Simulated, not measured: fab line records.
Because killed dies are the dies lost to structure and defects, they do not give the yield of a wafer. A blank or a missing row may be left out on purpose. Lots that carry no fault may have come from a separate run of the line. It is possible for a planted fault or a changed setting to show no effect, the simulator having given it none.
fab line records -- flow gf180mcu -- part 2 of 2: steps 23 to 33 of 33
[record] lots = 5, wafers = 15, lastDay = 34
route steps=602 shown VT_IMPLANT@109 MVSD@136 NWELL@137 LVPWELL@138 MVPSD@139 DUAL_GATE@141
lots that met no fault: from a run of the same line without faults
startH: the number of hours between the record's first day and the start of the first shown wafer of the lot -- waitH: hours elapsed since this lot's preceding step -- " as in the row above -- L1.1+2: one row covering several wafers at once -- - either no value or no given start -- * or withheld: withheld -- < > ~ a bound
route shown NAME@n: NAME is a module with steps in the file, n the number in the route of the first one -- usual: mean and standard deviation over wafers with no fault -- same: alike in all rows -- chamber/n: place in a boat -- sites: per-site readings -- _std_site: the values' standard deviation -- _edge_site: outer sites' mean less inner sites' -- radiusMm: how far each site lies from the wafer's centre -- mask NAME#n: copy n -- behind: the tool/chamber that last shaped the wafer -- hold: what put the lot on hold/how long, in hours/how the hold closed -- device: names the non-switching transistor (n, p or np) -- end of line: tests of these same wafers at the route's end -- a step given without rows: its recipe and nothing more -- killed: the dies lost at the first sort to structure and to defects; this is not the yield of the wafer -- map: a wafer's dies, x killed, . not, _ none there
set.NAME: setting as actually run; set.NAME@STEP: the setting as run at that earlier step -- model.NAME: the simulator's own value behind a step, which no gauge read
a table for each step, a row for each wafer; lots at some steps of the route
services: from which hour (startH, from the record's first day; less than 0 if before it) a tool's chamber was out of use, for how many hours, and why
[[steps]]
[step GF_VT_IMPLANT_IMPLANT_41]
[recipe] species = As, energyKev = 70, doseCm2 = 1.013e+12, tiltDeg = 7
[usual] beamEnergyKeV = 69.996/0.023
lot.wafer,tool,chamber,startH,waitH,beamEnergyKeV
L074.3,implanter-04,0,156.47,0.1,69.993
L074.4,implanter-04,0,156.47,0.1,70.003
L074.5,implanter-04,0,156.47,0.1,69.954
L076.2,implanter-01,0,170.69,0.0,69.984
L076.3,implanter-01,0,170.69,0.0,70.022
L076.6,implanter-01,0,170.69,0.0,70.040
L086.1,implanter-01,0,236.71,0.0,69.963
L086.2,implanter-01,0,236.71,0.0,70.007
L086.5,implanter-01,0,236.71,0.0,70.024
L089.2,implanter-03,0,257.58,0.0,69.977
L089.4,implanter-03,0,257.58,0.0,69.990
L089.5,implanter-03,0,257.58,0.0,69.976
L095.1,implanter-03,0,307.07,0.0,69.970
L095.3,implanter-03,0,307.07,0.0,69.995
L095.6,implanter-03,0,307.07,0.0,69.986
[step GF_VT_IMPLANT_STRIP_42]
[recipe] chemistry = O2/N2, powerW = 1400, pressureMtorr = 1500, platenTempC = 250, o2FlowSccm = 3000, n2FlowSccm = 300, overashFraction = 0.5
[usual] chamberPressureMTorr = 1500.1/1.3, drypumpMotorCurrentA = 5.6/0.48, heaterPowerW = 345/58, oesProductAu = 0.715/0.0046, platenTempC = 250.03/0.18, stripTimeToEndpointS = 12.65/0.036
lot.wafer,tool,chamber,startH,waitH,chamberPressureMTorr,drypumpMotorCurrentA,heaterPowerW,oesProductAu,platenTempC,rfHoursCounterH,stripTimeToEndpointS
L074.3,plasmaAsher-03,0,156.60,0.1,1499.5,5.0,274,0.717,249.98,-,12.66
L074.4,plasmaAsher-03,1,156.60,0.1,1501.8,6.1,290,0.716,250.28,-,12.61
L074.5,plasmaAsher-03,1,156.60,0.1,1499.3,6.2,291,0.719,250.42,-,12.62
L076.2,plasmaAsher-02,0,170.82,0.1,1501.0,5.2,316,0.715,250.15,29,12.67
L076.3,plasmaAsher-02,0,170.82,0.1,1499.4,5.2,311,0.717,249.92,-,12.72
L076.6,plasmaAsher-02,1,170.82,0.1,1498.5,5.2,411,0.722,250.11,-,12.70
L086.1,plasmaAsher-01,0,236.86,0.1,1500.2,6.3,427,0.718,250.16,12,12.66
L086.2,plasmaAsher-01,1,236.86,0.1,1499.2,5.7,343,0.718,249.96,12,12.65
L086.5,plasmaAsher-01,1,236.86,0.1,1500.7,5.8,340,0.712,249.97,-,12.68
L089.2,plasmaAsher-01,0,257.70,0.1,1501.6,6.2,420,0.714,250.11,14,12.63
L089.4,plasmaAsher-01,0,257.70,0.1,1500.3,6.2,414,0.715,249.98,-,12.68
L089.5,plasmaAsher-01,1,257.70,0.1,1499.7,5.8,330,0.710,250.28,-,12.66
L095.1,plasmaAsher-03,0,307.22,0.1,1498.1,5.0,270,0.714,249.91,71,12.62
L095.3,plasmaAsher-03,0,307.22,0.1,1500.3,5.0,265,0.719,250.01,-,12.61
L095.6,plasmaAsher-03,1,307.22,0.1,1502.4,6.1,287,0.722,249.97,-,12.59
[step GF_VT_IMPLANT_TW_MEAS_43]
[usual] VT_IMPLANT_4_TW = 696/4.8
lot.wafer,tool,chamber,startH,waitH,VT_IMPLANT_4_TW
L074.3,filmMetro-02,-,156.69,0.1,700
L074.4,filmMetro-02,-,156.69,0.1,699
L074.5,filmMetro-02,-,156.69,0.1,701
L076.2,filmMetro-03,-,170.93,0.1,698
L076.3,filmMetro-03,-,170.93,0.1,698
L076.6,filmMetro-03,-,170.93,0.1,699
L086.1,filmMetro-03,-,236.96,0.1,694
L086.2,filmMetro-03,-,236.96,0.1,692
L086.5,filmMetro-03,-,236.96,0.1,694
L089.2,filmMetro-01,-,257.81,0.1,700
L089.4,filmMetro-01,-,257.81,0.1,698
L089.5,filmMetro-01,-,257.81,0.1,697
L095.1,filmMetro-01,-,307.32,0.1,697
L095.3,filmMetro-01,-,307.32,0.1,700
L095.6,filmMetro-01,-,307.32,0.1,700
[step GF_VT_IMPLANT_CLEAN_44]
[recipe] chemistry = SC1/SC2, mix = 1:4:20, tempC = 70, timeS = 150, dry = n2Spin
lot.wafer,tool,chamber,startH,waitH
L074.3+4+5,wetBench-03,3,156.73,0.0
L076.2+3+6,wetBench-03,1,170.98,0.0
L086.1+2+5,wetBench-01,2,237.02,0.1
L089.2+4+5,wetBench-04,2,257.86,0.0
L095.1+3+6,wetBench-03,3,307.38,0.1
[step GF_VT_IMPLANT_RTA_45]
[recipe] tempC = 1050, timeS = 30, ambient = N2
[usual] chamberO2Ppm = 2.000/0.02, lampPowerPct = 39/3.1, wafer_temp_C_max = 1054.8/2
lot.wafer,tool,chamber,startH,waitH,chamberO2Ppm,lampPowerPct,wafer_temp_C_max
L074.3,rtpAnneal-02,0,156.81,0.0,2.040,42,1053.4
L074.4,rtpAnneal-02,0,156.81,0.0,2.009,42,1053.1
L074.5,rtpAnneal-02,0,156.81,0.0,2.023,42,1053.2
L076.2,rtpAnneal-02,0,171.05,0.0,1.990,42,1052.7
L076.3,rtpAnneal-02,0,171.05,0.0,1.988,42,1052.2
L076.6,rtpAnneal-02,0,171.05,0.0,1.992,42,1052.4
L086.1,rtpAnneal-02,0,237.07,0.0,2.006,42,1052.1
L086.2,rtpAnneal-02,0,237.07,0.0,1.986,42,1052.1
L086.5,rtpAnneal-02,0,237.07,0.0,2.021,42,1053.6
L089.2,rtpAnneal-01,0,257.93,0.0,1.987,36,1060.3
L089.4,rtpAnneal-01,0,257.93,0.0,1.994,36,1054.9
L089.5,rtpAnneal-01,0,257.93,0.0,1.984,36,1057.4
L095.1,rtpAnneal-01,0,307.43,0.0,2.007,36,1056.0
L095.3,rtpAnneal-01,0,307.43,0.0,2.021,36,1056.3
L095.6,rtpAnneal-01,0,307.43,0.0,2.046,36,1053.5
[step GF_VT_IMPLANT_RS_MEAS_46]
[recipe] thkMeasGauge = four-point-probe
[usual] MVSD_RS = 456.9/1
lot.wafer,tool,chamber,startH,waitH,MVSD_RS[ohm/sq]
L074.3,filmMetro-04,-,156.92,0.1,457.7
L074.4,filmMetro-04,-,156.92,0.1,457.1
L074.5,filmMetro-04,-,156.92,0.1,456.6
L076.2,filmMetro-01,-,171.15,0.1,455.4
L076.3,filmMetro-01,-,171.15,0.1,456.8
L076.6,filmMetro-01,-,171.15,0.1,456.6
L086.1,filmMetro-02,-,237.17,0.1,456.3
L086.2,filmMetro-02,-,237.17,0.1,456.2
L086.5,filmMetro-02,-,237.17,0.1,454.8
L089.2,filmMetro-01,-,258.03,0.1,456.9
L089.4,filmMetro-01,-,258.03,0.1,456.4
L089.5,filmMetro-01,-,258.03,0.1,456.2
L095.1,filmMetro-01,-,307.53,0.1,455.8
L095.3,filmMetro-01,-,307.53,0.1,456.6
L095.6,filmMetro-01,-,307.53,0.1,456.9
[step GF_VT_IMPLANT_RS_MEAS_47]
[recipe] thkMeasGauge = four-point-probe
[usual] NWELL_RS = 487.9/1.2
lot.wafer,tool,chamber,startH,waitH,NWELL_RS[ohm/sq]
L074.3,filmMetro-04,-,157.04,0.1,487.2
L074.4,filmMetro-04,-,157.04,0.1,488.2
L074.5,filmMetro-04,-,157.04,0.1,486.9
L076.2,filmMetro-01,-,171.27,0.1,486.3
L076.3,filmMetro-01,-,171.27,0.1,487.4
L076.6,filmMetro-01,-,171.27,0.1,487.0
L086.1,filmMetro-02,-,237.29,0.1,488.6
L086.2,filmMetro-02,-,237.29,0.1,488.8
L086.5,filmMetro-02,-,237.29,0.1,487.6
L089.2,filmMetro-01,-,258.15,0.1,486.8
L089.4,filmMetro-01,-,258.15,0.1,488.5
L089.5,filmMetro-01,-,258.15,0.1,485.7
L095.1,filmMetro-01,-,307.65,0.1,487.3
L095.3,filmMetro-01,-,307.65,0.1,489.2
L095.6,filmMetro-01,-,307.65,0.1,488.3
[step GF_VT_IMPLANT_RS_MEAS_48]
[recipe] thkMeasGauge = four-point-probe
[usual] LVPWELL_RS = 1196.7/2.6
lot.wafer,tool,chamber,startH,waitH,LVPWELL_RS[ohm/sq]
L074.3,filmMetro-04,-,157.16,0.1,1197.7
L074.4,filmMetro-04,-,157.16,0.1,1196.6
L074.5,filmMetro-04,-,157.16,0.1,1197.5
L076.2,filmMetro-01,-,171.39,0.1,1197.1
L076.3,filmMetro-01,-,171.39,0.1,1196.2
L076.6,filmMetro-01,-,171.39,0.1,1195.9
L086.1,filmMetro-02,-,237.41,0.1,1196.2
L086.2,filmMetro-02,-,237.41,0.1,1194.3
L086.5,filmMetro-02,-,237.41,0.1,1196.6
L089.2,filmMetro-01,-,258.27,0.1,1194.8
L089.4,filmMetro-01,-,258.27,0.1,1193.7
L089.5,filmMetro-01,-,258.27,0.1,1196.1
L095.1,filmMetro-01,-,307.77,0.1,1199.2
L095.3,filmMetro-01,-,307.77,0.1,1200.5
L095.6,filmMetro-01,-,307.77,0.1,1199.3
[step GF_VT_IMPLANT_RS_MEAS_49]
[recipe] thkMeasGauge = four-point-probe
[usual] MVPSD_RS = 1169.6/2.7
lot.wafer,tool,chamber,startH,waitH,MVPSD_RS[ohm/sq]
L074.3,filmMetro-04,-,157.28,0.1,1173.9
L074.4,filmMetro-04,-,157.28,0.1,1171.7
L074.5,filmMetro-04,-,157.28,0.1,1169.5
L076.2,filmMetro-01,-,171.51,0.1,1170.2
L076.3,filmMetro-01,-,171.51,0.1,1167.8
L076.6,filmMetro-01,-,171.51,0.1,1169.4
L086.1,filmMetro-02,-,237.53,0.1,1166.4
L086.2,filmMetro-02,-,237.53,0.1,1167.5
L086.5,filmMetro-02,-,237.53,0.1,1167.0
L089.2,filmMetro-01,-,258.39,0.1,1169.5
L089.4,filmMetro-01,-,258.39,0.1,1169.5
L089.5,filmMetro-01,-,258.39,0.1,1168.9
L095.1,filmMetro-01,-,307.89,0.1,1167.5
L095.3,filmMetro-01,-,307.89,0.1,1167.5
L095.6,filmMetro-01,-,307.89,0.1,1170.1
[step GF_VT_IMPLANT_WET_ETCH_50]
[recipe] chemistry = dHF, targetDepthNm = 20, target = SiO2, tempC = 25, dilution = 100:1, timeS = 400
lot.wafer,tool,chamber,startH,waitH
L074.3+4+5,wetBench-03,2,157.36,0.1
L076.2+3+6,wetBench-04,1,171.61,0.1
L086.1+2+5,wetBench-01,2,237.65,0.1
L089.2+4+5,wetBench-01,0,258.49,0.1
L095.1+3+6,wetBench-01,3,308.01,0.1
[step GF_DUAL_GATE_CLEAN_00]
[recipe] chemistry = SC1/SC2, mix = 1:4:20, tempC = 70, timeS = 150
lot.wafer,tool,chamber,startH,waitH
L074.3+4+5,wetBench-01,3,157.48,0.0
L076.2+3+6,wetBench-03,1,171.73,0.0
L086.1+2+5,wetBench-04,3,237.77,0.0
L089.2+4+5,wetBench-04,3,258.62,0.0
L095.1+3+6,wetBench-04,1,308.13,0.0
[[services]]
tool,chamber,startH,hours,kind
plasmaAsher-01,-,108.75,9.0,pm
plasmaAsher-01,0,108.75,9.0,ventCycle
plasmaAsher-01,1,108.75,9.0,ventCycle
plasmaAsher-01,0,117.75,-,clean
plasmaAsher-01,1,117.75,-,clean
plasmaAsher-01,-,122.43,2.8,pm
implanter-01,-,126.14,1.1,repair
implanter-04,-,141.60,5.4,pm
plasmaAsher-01,-,175.44,1.5,repair
implanter-01,-,186.70,21.2,pm
plasmaAsher-03,-,194.50,0.7,repair
plasmaAsher-03,-,209.59,0.6,repair
plasmaAsher-01,-,223.42,2.9,repair
wetBench-03,-,232.33,2.4,repair
implanter-03,-,232.34,7.0,repair
implanter-04,-,236.40,2.1,repair
plasmaAsher-02,-,246.31,1.2,repair
implanter-04,-,249.56,3.5,pm
implanter-03,-,250.29,5.4,repair
ilineStepper-01,-,257.50,1.7,pm
ilineStepper-02,0,269.40,-,calibration
implanter-04,-,280.14,3.9,repair
implanter-03,-,280.16,5.7,repair
ilineStepper-02,-,301.95,1.7,pm
